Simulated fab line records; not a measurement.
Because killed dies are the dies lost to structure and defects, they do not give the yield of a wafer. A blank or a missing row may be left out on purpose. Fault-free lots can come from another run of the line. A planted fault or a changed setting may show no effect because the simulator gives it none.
Which tool is to blame? ; flow sky130 ; 24 lots, 72 wafers sampled, at 6 steps of a route of 708

WHAT EACH GAUGE READ, for each wafer
SKY_LOCAL_INTERCONNECT_RS_MEAS_01: measures by four-point-probe. Usual: LOCAL_INTERCONNECT_TIN_RS typically reads 14.15 ohm/sq, with standard deviation 0.14.
lot;measured;on;LOCAL_INTERCONNECT_TIN_RS (ohm/sq);flag
L074;day 29 20:49;film-metro-03;14.07 14.09 14.09;
L075;day 29 21:59;film-metro-03;13.78 13.70 13.75;
L076;day 31 01:59;film-metro-04;14.13 14.34 14.29;
L077;day 31 02:19;film-metro-03;14.20 14.13 14.20;
L078;day 31 08:26;film-metro-04;14.01 13.98 14.08;
L079;day 31 13:39;film-metro-03;14.07 14.23 14.07;
L082;day 31 22:17;film-metro-03;14.35 14.30 14.22;
L080;day 32 00:37;film-metro-03;14.37 14.35 14.14;
L081;day 32 01:49;film-metro-03;14.10 14.22 14.07;
L083;day 32 06:26;film-metro-03;14.10 14.24 14.24;
L084;day 32 17:38;film-metro-04;14.26 14.19 14.28;
L086;day 33 04:29;film-metro-01;14.00 14.09 14.02;
L085;day 33 07:22;film-metro-04;14.13 14.29 14.17;
L087;day 33 11:06;film-metro-01;14.13 14.12 14.08;
L088;day 33 21:49;film-metro-04;14.27 14.23 14.18;
L089;day 35 03:52;film-metro-03;14.06 14.00 14.07;
L091;day 35 04:16;film-metro-04;13.98 14.15 13.93;
L090;day 35 04:29;film-metro-04;14.04 14.15 14.05;
L092;day 35 05:35;film-metro-04;14.19 14.03 14.08;
L093;day 35 11:42;film-metro-04;14.06 14.04 14.04;
L094;day 36 00:14;film-metro-04;14.44 14.43 14.46;
L095;day 36 05:56;film-metro-03;14.07 14.15 14.13;
L096;day 36 11:40;film-metro-04;14.14 14.12 14.19;
L097;day 36 13:16;film-metro-04;14.09 14.07 13.94;

SKY_METAL2_OVL_MEAS_16. Usual: METAL2_OVL typically reads 0 nm, with standard deviation 5.8.
lot;measured;on;METAL2_OVL (nm);flag
L074;day 35 22:17;overlay-02;6 -4 0;
L075;day 35 22:33;overlay-01;-6 2 1;
L076;day 36 20:50;overlay-01;5 5 6;
L077;day 36 21:47;overlay-02;-8 0 -1;
L078;day 37 04:00;overlay-01;-1 -3 1;
L079;day 37 08:47;overlay-01;7 -3 -2;
L082;day 37 16:29;overlay-02;-1 -3 3;
L080;day 37 17:39;overlay-01;1 0 -3;
L081;day 37 20:44;overlay-02;12 2 8;
L083;day 37 22:15;overlay-02;-3 0 -1;
L084;day 38 10:41;overlay-01;-4 -6 -14;
L086;day 38 20:21;overlay-02;1 1 7;
L085;day 39 00:53;overlay-02;-4 3 0;
L087;day 39 02:36;overlay-01;-2 5 6;
L088;day 39 12:48;overlay-02;-7 1 3;
L089;day 40 14:41;overlay-01;-6 -16 -10;
L091;day 40 15:39;overlay-01;-5 -11 0;
L090;day 40 16:39;overlay-01;15 6 12;
L092;day 40 17:41;overlay-02;7 4 1;
L093;day 41 00:05;overlay-02;5 10 8;
L094;day 41 10:52;overlay-02;-2 -3 0;
L095;day 41 18:38;overlay-02;-10 3 -6;
L096;day 41 22:17;overlay-01;3 6 -1;
L097;day 42 00:05;overlay-02;-4 1 -1;

SKY_METAL3_CD_MEAS_13: the cd target is 300 nm. Usual: cd-nm 299.6 nm, standard deviation 1.4.
lot;measured;on;cd-nm (nm);flag
L074;day 39 05:22;cd-sem-02;300.7 298.3 299.8;
L075;day 39 05:43;cd-sem-01;301.2 300.2 301.0;
L076;day 40 04:03;cd-sem-01;301.6 300.1 301.7;
L077;day 40 05:23;cd-sem-02;299.7 301.1 300.3;
L078;day 40 09:42;cd-sem-02;300.3 300.2 301.6;
L079;day 40 14:15;cd-sem-01;297.8 297.9 297.9;
L082;day 40 21:45;cd-sem-02;300.5 300.0 300.0;
L080;day 40 22:55;cd-sem-01;298.5 297.4 298.7;
L081;day 41 01:41;cd-sem-01;298.2 299.0 298.4;
L083;day 41 03:19;cd-sem-02;300.5 301.4 302.6;
L084;day 41 14:23;cd-sem-02;299.2 298.6 299.6;
L086;day 41 23:28;cd-sem-02;302.2 301.3 301.2;
L085;day 42 03:25;cd-sem-02;298.1 299.9 300.0;
L087;day 42 05:32;cd-sem-02;301.0 300.8 300.8;
L088;day 42 15:16;cd-sem-02;300.9 300.0 300.7;
L089;day 43 16:25;cd-sem-02;298.7 299.5 300.3;
L091;day 43 16:41;cd-sem-02;297.9 297.7 298.5;
L090;day 43 16:52;cd-sem-02;299.3 299.6 300.2;
L092;day 43 17:14;cd-sem-02;298.0 300.0 299.2;
L093;day 44 01:41;cd-sem-02;298.1 298.1 298.7;
L094;day 44 12:00;cd-sem-02;299.2 299.6 299.1;
L095;day 44 19:18;cd-sem-02;298.9 297.2 298.1;
L096;day 44 21:46;cd-sem-02;298.5 298.6 299.1;
L097;day 45 00:38;cd-sem-02;300.0 299.0 299.0;

SKY_METAL3_OVL_MEAS_14. Usual: METAL3_OVL typically reads 0 nm, with standard deviation 5.9.
lot;measured;on;METAL3_OVL (nm);flag
L074;day 39 05:29;overlay-02;-6 -6 -7;
L075;day 39 05:50;overlay-02;-3 -9 0;
L076;day 40 04:09;overlay-02;1 5 5;
L077;day 40 05:30;overlay-01;-4 -19 -12;
L078;day 40 09:48;overlay-02;-2 -2 -8;
L079;day 40 14:22;overlay-01;-6 -5 -6;
L082;day 40 21:51;overlay-02;6 -1 9;
L080;day 40 23:01;overlay-02;1 -6 -8;
L081;day 41 01:48;overlay-02;-2 -4 -3;
L083;day 41 03:24;overlay-01;13 7 11;
L084;day 41 14:31;overlay-02;7 2 4;
L086;day 41 23:34;overlay-02;1 1 8;
L085;day 42 03:32;overlay-01;-5 1 -1;
L087;day 42 05:39;overlay-01;-2 -3 -1;
L088;day 42 15:21;overlay-02;4 2 3;
L089;day 43 16:32;overlay-02;-1 -1 2;
L091;day 43 16:47;overlay-02;-3 -5 -2;
L090;day 43 16:59;overlay-01;5 5 9;
L092;day 43 17:21;overlay-02;-10 0 0;
L093;day 44 01:48;overlay-02;-2 -11 -5;
L094;day 44 12:07;overlay-02;-2 1 0;
L095;day 44 19:24;overlay-01;2 -2 -1;
L096;day 44 21:53;overlay-02;-2 2 -8;
L097;day 45 00:45;overlay-01;13 10 10;

WHICH TOOL RAN EACH LOT (tool, then ch and the chambers of the sampled wafers, then the start)
lot;SKY_LI_CONTACT_CVD_21;SKY_METAL1_DESCUM_17
L074;cvd-w-01 ch 1, day 29 20:01;rie-metal-03 ch 0,1, day 33 12:35
L075;cvd-w-02 ch 0,1, day 29 21:19;rie-metal-02 ch 0,1, day 33 13:07
L076;cvd-w-02 ch 0, day 31 01:17;rie-metal-03 ch 0,1, day 34 14:31
L077;cvd-w-01 ch 1, day 31 01:38;rie-metal-04 ch 1, day 34 15:32
L078;cvd-w-01 ch 0,1, day 31 07:44;rie-metal-02 ch 0,1, day 34 21:02
L079;cvd-w-02 ch 0,1, day 31 12:58;rie-metal-04 ch 1, day 35 01:36
L082;cvd-w-02 ch 0,1, day 31 21:36;rie-metal-04 ch 0,1, day 35 09:34
L080;cvd-w-02 ch 0,1, day 31 23:56;rie-metal-02 ch 0,1, day 35 11:20
L081;cvd-w-01 ch 0,1, day 32 01:09;rie-metal-04 ch 0,1, day 35 12:17
L083;cvd-w-01 ch 0,1, day 32 05:46;rie-metal-03 ch 0,1, day 35 16:09
L084;cvd-w-02 ch 0,1, day 32 16:58;rie-metal-02 ch 0,1, day 36 04:11
L086;cvd-w-02 ch 0,1, day 33 03:47;rie-metal-04 ch 0,1, day 36 14:13
L085;cvd-w-02 ch 0,1, day 33 06:42;rie-metal-04 ch 1, day 36 17:16
L087;cvd-w-02 ch 0,1, day 33 10:20;rie-metal-04 ch 0,1, day 36 20:08
L088;cvd-w-02 ch 0,1, day 33 21:02;rie-metal-04 ch 0,1, day 37 08:41
L089;cvd-w-01 ch 0,1, day 35 03:12;rie-metal-02 ch 0,1, day 38 12:05
L091;cvd-w-02 ch 0,1, day 35 03:35;rie-metal-04 ch 0,1, day 38 13:02
L090;cvd-w-01 ch 0, day 35 03:45;rie-metal-03 ch 0,1, day 38 13:37
L092;cvd-w-02 ch 0,1, day 35 04:54;rie-metal-02 ch 1, day 38 14:59
L093;cvd-w-02 ch 1, day 35 11:01;rie-metal-03 ch 0,1, day 38 20:32
L094;cvd-w-01 ch 0,1, day 35 23:33;rie-metal-04 ch 0,1, day 39 07:59
L095;cvd-w-01 ch 0,1, day 36 05:14;rie-metal-02 ch 0,1, day 39 13:25
L096;cvd-w-02 ch 0,1, day 36 10:59;rie-metal-02 ch 0,1, day 39 18:17
L097;cvd-w-01 ch 0,1, day 36 12:34;rie-metal-03 ch 0, day 39 20:44
- SKY_LI_CONTACT_CVD_21: deposits W, target thk 400 nm, time 120.56 s.
- SKY_METAL1_DESCUM_17: chemistry O2, time 8 s.

WHAT THE TOOLS THEMSELVES READ (means of the sampled wafers that have a number; where no wafer has one, the mark that the record gives instead)
SKY_LI_CONTACT_CVD_21. Usual: chamber-pressure-Torr 40.01 Torr, standard deviation 0.082; heater-power-w 936 W, standard deviation 120.
lot;tool;chamber-pressure-Torr (Torr);heater-power-w (W);flag
L074;cvd-w-01;39.98;835;
L075;cvd-w-02;40.02;976;
L076;cvd-w-02;40.08;1101;
L077;cvd-w-01;40.03;837;
L078;cvd-w-01;40.01;830;
L079;cvd-w-02;39.97;959;
L082;cvd-w-02;39.97;963;
L080;cvd-w-02;40.04;968;
L081;cvd-w-01;40.14;822;
L083;cvd-w-01;40.08;848;
L084;cvd-w-02;40.06;968;
L086;cvd-w-02;40.02;972;
L085;cvd-w-02;39.98;1027;
L087;cvd-w-02;39.97;989;
L088;cvd-w-02;39.95;1056;
L089;cvd-w-01;39.98;837;
L091;cvd-w-02;39.98;1040;
L090;cvd-w-01;39.90;844;
L092;cvd-w-02;40.04;982;
L093;cvd-w-02;39.95;899;
L094;cvd-w-01;40.07;842;
L095;cvd-w-01;39.98;844;
L096;cvd-w-02;40.03;1050;
L097;cvd-w-01;40.01;852;

SKY_METAL1_DESCUM_17. Usual: drypump-motor-current-A 5.7 A, standard deviation 0.49; oes-product-au 1.004 a.u., standard deviation 0.0081.
lot;tool;drypump-motor-current-A (A);oes-product-au (a.u.);flag
L074;rie-metal-03;6.3;0.997;
L075;rie-metal-02;5.5;1.004;
L076;rie-metal-03;6.1;1.006;
L077;rie-metal-04;5.5;1.002;
L078;rie-metal-02;5.6;0.999;
L079;rie-metal-04;5.5;1.005;
L082;rie-metal-04;5.6;1.010;
L080;rie-metal-02;5.2;0.997;
L081;rie-metal-04;5.6;1.014;
L083;rie-metal-03;6.2;0.995;
L084;rie-metal-02;5.2;1.004;
L086;rie-metal-04;5.6;1.004;
L085;rie-metal-04;5.5;1.002;
L087;rie-metal-04;5.6;1.003;
L088;rie-metal-04;5.6;1.011;
L089;rie-metal-02;5.6;1.003;
L091;rie-metal-04;5.6;1.012;
L090;rie-metal-03;6.1;1.003;
L092;rie-metal-02;5.9;1.010;
L093;rie-metal-03;6.3;1.004;
L094;rie-metal-04;5.6;1.012;
L095;rie-metal-02;5.5;1.000;
L096;rie-metal-02;5.5;1.002;
L097;rie-metal-03;6.4;0.992;

THE ANSWER, worked out from the rows above alone
Rule: a lot is off if the mean of its wafers that have a number lies more than 3 standard deviations from the usual mean. Also off: a lot with no number at a reading for which 4 or more lots have one. All remaining lots with rows at the step are treated as sound. The gauges are gone through in route order, then the tools' own readings, and for those a lot's mean is taken as printed above. At the first step where some lot is off, the reading lying furthest off is the one used; lots without a number count as furthest.
No lot is off on any of the readings shown, so nothing can be concluded from this.

WHAT THE SIMULATOR HAD PUT IN
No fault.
